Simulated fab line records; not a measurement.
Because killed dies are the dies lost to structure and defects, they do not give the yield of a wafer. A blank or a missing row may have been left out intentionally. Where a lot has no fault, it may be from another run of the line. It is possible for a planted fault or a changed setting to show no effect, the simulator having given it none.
Split-lot study + flow gf180mcu + on a route of 602 steps: 5 lots, 23 wafers read

## ON THE SPLIT
At GF_PSD_EXPOSE_04 (exposes mask Pplus, target cd 400 nm), the setting dose mj was moved away from the recipe's 140 on 9 of the 23 wafers read, by -4.1% to +5.8%. This setting was run at the recipe's value on the other wafers.

## FROM THE SPLIT TO THE READING: what the file shows between them, 2 steps
- GF_PSD_PEB_05
- GF_PSD_DEVELOP_06: develop time 57.92 s

## THE READING
cd nm (nm) at GF_PSD_CD_MEAS_07, where the cd target is 400 nm. Fault-free wafers of this fab line usually give 399.7 nm, standard deviation 2.8 nm.

| wafer  | tool, chamber at the split | dose mj as run | against the recipe | cd nm, nm | against lot-mates on the recipe |
|--------|----------------------------|----------------|--------------------|-----------|---------------------------------|
| L076.1 | iline stepper-01, 0        | 140            | recipe             | 397.9     | -                               |
| L076.5 | iline stepper-01, 0        | 140            | recipe             | 400.0     | -                               |
| L076.6 | iline stepper-01, 0        | 140            | recipe             | 396.7     | -                               |
| L078.1 | iline stepper-02, 0        | 147            | +5.0%              | 411.3     | +12.8                           |
| L078.2 | iline stepper-02, 0        | 140            | recipe             | 399.8     | -                               |
| L078.4 | iline stepper-02, 0        | 147            | +5.0%              | 413.7     | +15.2                           |
| L078.5 | iline stepper-02, 0        | 140            | recipe             | 398.1     | -                               |
| L078.6 | iline stepper-02, 0        | 140            | recipe             | 397.5     | -                               |
| L082.1 | iline stepper-02, 0        | 140            | recipe             | 400.5     | -                               |
| L082.2 | iline stepper-02, 0        | 135.7          | -3.1%              | 388.7     | -11.3                           |
| L082.3 | iline stepper-02, 0        | 140            | recipe             | 399.4     | -                               |
| L082.4 | iline stepper-02, 0        | 140            | recipe             | 400.1     | -                               |
| L082.5 | iline stepper-02, 0        | 135.7          | -3.1%              | 392.8     | -7.2                            |
| L083.2 | iline stepper-01, 0        | 134.3          | -4.1%              | 384.6     | -13.1                           |
| L083.3 | iline stepper-01, 0        | 140            | recipe             | 396.6     | -                               |
| L083.4 | iline stepper-01, 0        | 140            | recipe             | 398.8     | -                               |
| L083.5 | iline stepper-01, 0        | 134.3          | -4.1%              | 384.2     | -13.5                           |
| L083.6 | iline stepper-01, 0        | 134.3          | -4.1%              | 384.1     | -13.6                           |
| L084.2 | iline stepper-01, 0        | 140            | recipe             | 395.6     | -                               |
| L084.3 | iline stepper-01, 0        | 140            | recipe             | 397.8     | -                               |
| L084.4 | iline stepper-01, 0        | 140            | recipe             | 396.1     | -                               |
| L084.5 | iline stepper-01, 0        | 148.1          | +5.8%              | 414.3     | +17.8                           |
| L084.6 | iline stepper-01, 0        | 148.1          | +5.8%              | 415.2     | +18.7                           |

FIT RESULTS
A straight line over all 23 wafers: cd nm changes by +2.97 nm for each +1% of dose mj; r = +0.98; the points scatter about the line by 1.7 nm.
The same after taking each lot's own level away (the mean of its wafers on the recipe; 23 wafers): +3.09 nm for each +1%; r = +0.99; scatter 1.2 nm.
According to that fit, moving dose mj by its largest amount changes the reading by 18 nm.
The span of the lots' own levels, 396.50 to 400.00 nm, comes to 1.2 times the standard deviation stated above.
So the lot-to-lot level changes the slope little: the two slopes agree.
Check: +17.6 nm against its lot-mates is what the line predicts for one of the wafers moved furthest among these (+5.8%) when that wafer is left out of the fit. Against them it came out at +17.8 nm.

## FURTHER SPLITS ON THESE WAFERS
These wafers also went through other splits before the reading. Each is held against what the fit with the lots' levels taken away leaves over:
| other split on the same wafers   | wafers away from the commonest value | r with cd nm (lot level and that fit taken away) |
|----------------------------------|--------------------------------------|--------------------------------------------------|
| GF_VT_IMPLANT_COAT_35 spin rpm   | 4                                    | -0.23                                            |
| GF_DUAL_GATE_SOFTBAKE_07 temp c  | 12                                   | +0.25                                            |
| GF_HV_LDD_EXPOSE_04 dose mj      | 8                                    | +0.05                                            |
| GF_HV_LDD_DEVELOP_06 dev temp c  | 9                                    | -0.13                                            |
| GF_HV_LDD_EXPOSE_16 dose mj      | 8                                    | +0.09                                            |
| GF_HV_LDD_IMPLANT_36 dose cm2    | 10                                   | +0.26                                            |
| GF_HV_LDD_SOFTBAKE_42 time s     | 8                                    | +0.26                                            |
| GF_NSD_DEVELOP_06 develop time s | 9                                    | +0.09                                            |

## THE WHOLE CHAIN: every reading that the file lists as answering this split, in the file's order
| step              | what it does         | reading                                                    | change (the file's fit)              | r (the file's) |
|-------------------|----------------------|------------------------------------------------------------|--------------------------------------|----------------|
| GF_PSD_DEVELOP_06 | develop time 57.92 s | PSD.cd nm (the simulator's own value, which no gauge read) | +3.05 nm for each +1% of the setting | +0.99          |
| GF_PSD_CD_MEAS_07 | target cd 400 nm     | cd nm                                                      | +3.06 nm for each +1% of the setting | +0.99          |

## FILE'S OWN FIT
cd nm changes by +3.06 nm for each +1% of dose mj, r = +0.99.
